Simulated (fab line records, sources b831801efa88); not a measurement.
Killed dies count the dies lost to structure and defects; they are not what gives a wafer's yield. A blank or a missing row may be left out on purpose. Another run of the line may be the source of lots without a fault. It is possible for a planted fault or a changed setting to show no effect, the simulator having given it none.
The tool behind it: which one? -- flow sfq_line -- 45 wafers sampled from 15 lots at 1 step of a route of 325

WHAT THE GAUGES SHOWED, per wafer
Not one reading of a measure or inspect step in the record can be checked against a usual standard deviation.

TOOL THAT RAN EACH LOT (tool first, then ch and the chambers of the sampled wafers, then the start)
lot,SFQ_TRILAYER_M8_LITHO_EXPOSE_194
L845,"krf_scanner-01 ch 0, day 69 04:09"
L846,"krf_scanner-01 ch 0, day 69 10:21"
L847,"krf_scanner-01 ch 0, day 69 15:45"
L848,"krf_scanner-01 ch 0, day 72 15:37"
L849,"krf_scanner-01 ch 0, day 72 16:49"
L853,"krf_scanner-01 ch 0, day 73 01:13"
L854,"krf_scanner-01 ch 0, day 73 03:37"
L855,"krf_scanner-01 ch 0, day 73 04:49"
L856,"krf_scanner-01 ch 0, day 73 06:01"
L859,"krf_scanner-01, day 73 11:01"
L860,"krf_scanner-01, day 73 16:36"
L861,"krf_scanner-01, day 73 18:00"
L862,"krf_scanner-01 ch 0, day 73 21:24"
L864,"krf_scanner-01 ch 0, day 74 08:24"
L868,"krf_scanner-02 ch 0, day 76 06:50"
- SFQ_TRILAYER_M8_LITHO_EXPOSE_194: exposes mask M8, target cd 2000 nm.

AS READ BY THE TOOLS THEMSELVES (means over the sampled wafers that have a number; for cases with no such wafer, the mark the record gives instead)
SFQ_TRILAYER_M8_LITHO_EXPOSE_194.
lot,tool,exposure_dose_mJ_cm2,focus_offset_nm (nm)
L845,krf_scanner-01,14.412,0.3
L846,krf_scanner-01,14.415,0.3
L847,krf_scanner-01,14.393,0.1
L848,krf_scanner-01,14.407,0.5
L849,krf_scanner-01,14.405,0.1
L853,krf_scanner-01,14.390,-0.2
L854,krf_scanner-01,14.405,0.1
L855,krf_scanner-01,14.382,0.2
L856,krf_scanner-01,14.401,-0.0
L859,krf_scanner-01,-,-
L860,krf_scanner-01,-,-
L861,krf_scanner-01,-,-
L862,krf_scanner-01,14.414,0.0
L864,krf_scanner-01,14.416,-0.1
L868,krf_scanner-02,14.384,0.2

THE ANSWER, worked out from the rows above alone
Rule: usual is defined by the lots themselves. Put in order of their means at a reading, lots are off if they are a third of the lots or fewer, leave a main group of 4 or more, and stand apart from it by a gap of 3 or more times the standard deviation of the main group's means; of several such gaps the widest counts. Not used: any main group whose means are identical at the precision the tables above print for the reading. A lot without any number at a reading at which 4 lots or more have one is off too. All remaining lots with rows at the step are treated as sound. Order of review: gauges by route order, followed by the tools' own readings, for which a lot's mean as printed above is used. At the first step where some lot is off, the reading lying furthest off is the one used; lots without a number count as furthest.
Off: L859, L860, L861, at SFQ_TRILAYER_M8_LITHO_EXPOSE_194 (exposure_dose_mJ_cm2). Without a number there: L859, L860, L861. Main group: mean 14.402, sd 0.012.
If a tool, at that step or one of the process steps before it, ran each lot that is off and ran no sound lot following the first of them, it fits. Of those tried, none fits.

WHAT THE SIMULATOR HAD PUT IN
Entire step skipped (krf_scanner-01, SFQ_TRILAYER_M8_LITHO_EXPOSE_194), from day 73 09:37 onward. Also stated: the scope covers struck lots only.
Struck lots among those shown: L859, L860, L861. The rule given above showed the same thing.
